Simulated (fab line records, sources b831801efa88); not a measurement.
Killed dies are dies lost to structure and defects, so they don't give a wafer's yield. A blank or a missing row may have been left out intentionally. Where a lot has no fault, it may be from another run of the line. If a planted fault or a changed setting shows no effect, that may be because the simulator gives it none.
Problem report, 8D (eight disciplines) form, completed by code :: flow sky130 :: the parts of the form that need people (team, actions taken, sign-off) are left out

== 1. THE ISSUE ==
NWELL_TW at SKY_NWELL_TW_MEAS_15 reads a mean of 1276 on 3 wafers of 1 lot; wafers without a fault read 1810 with a standard deviation of 22. That is -24 standard deviations from the usual mean.
First observed at day 6 23:46: wafer L502.4, on film metro-04. The record holds 39 wafers of 13 lots with a number at this step. Rule for "out" (also "out of limits"): further than 4 standard deviations from the usual mean. The rest of the wafers with a number are treated as sound.

== 2. WHAT IT IS, AND WHAT IT ISN'T ==
question: which readings at this step
is: NWELL_TW
is not: -

question: which lots
is: L502
is not: L494, L495, L496, L497, L498, L499, L500, L501, L512, L513, L514, L515

question: which wafers of those lots
is: all that have a number
is not: -

question: read on which gauges
is: film metro-04
is not: film metro-01, film metro-03

question: when
is: from day 6 23:46
is not: up to then (24 sound wafers); but 12 sound wafers of L512, L513, L514, L515 came after

== 3. THE SUSPECTS, EACH WITH WHAT RULES IT OUT ==
Counting: a tool stays on the suspect list if, at a process step up to the reading, it processed all lots that are out and no sound lot following the first of them.
- the gauge at SKY_NWELL_TW_MEAS_15 is ruled out. All the wafers that are out were read on film metro-04, but those of them that SKY_PWDE_STRIP_09 has rows for are out there too, on other tools.
- plasma asher-04 at SKY_PWDE_STRIP_09 (strips in O2/N2): ruled out as a lasting fault. Following L502 (day 6 04:25), the first lot on it that is out, the sound lots L512 were run on it.
- plasma asher-04 at SKY_NWELL_STRIP_14 (strips in O2/N2): ruled out as a lasting fault. Following L502 (day 6 23:40), the first lot on it that is out, the sound lots L512 were run on it.
Left after counting: nothing in the record.

== 4. THE CAUSE (what the simulator had put in) ==
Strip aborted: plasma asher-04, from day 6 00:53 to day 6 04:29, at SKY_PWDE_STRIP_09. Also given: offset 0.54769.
Counting ruled it out, wrongly: the rule takes a fault to strike every lot that its tool runs from its start on, and this one did not.

== 5. THE EFFECT CHAIN, in route order ==
Rows list readings where the struck wafers' mean (over those with a number) sits beyond 3 standard deviations from the usual. Readings are gone through only where the record gives a usual standard deviation; hours: the median, over the lots, of the time from a lot's start at the first step in this table giving one to that lot's start at this step; sigmas: the change measured in usual standard deviations.
hours: 0
step: SKY_PWDE_STRIP_09
reading: oes product au
usual: 0.722 a.u.
on struck wafers: 0.955
change: +0.233
sigmas: +55

hours: 19
step: SKY_NWELL_STRIP_14
reading: strip time to endpoint s
usual: 36.94 s
on struck wafers: 48.75
change: +11.81
sigmas: +99 or more

hours: 19
step: SKY_NWELL_TW_MEAS_15
reading: NWELL_TW
usual: 1810
on struck wafers: 1276
change: -534
sigmas: -24
Its process steps:
- SKY_PWDE_STRIP_09: strips in O2/N2.
- SKY_NWELL_STRIP_14: strips in O2/N2.
Readings that are blank on the struck wafers while sound wafers have them: strip time to endpoint s at SKY_PWDE_STRIP_09.

== 6. WHAT WOULD HAVE CAUGHT IT SOONER ==
23 hours passed between the start of the fault at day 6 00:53 and the first reading out of limits at a measuring or inspecting step in this record, taken at day 6 23:46.
The tool's own readings at SKY_PWDE_STRIP_09 were out on every struck wafer that the step has a row for (oes product au): an alarm limit on them would have fired on the first of those.
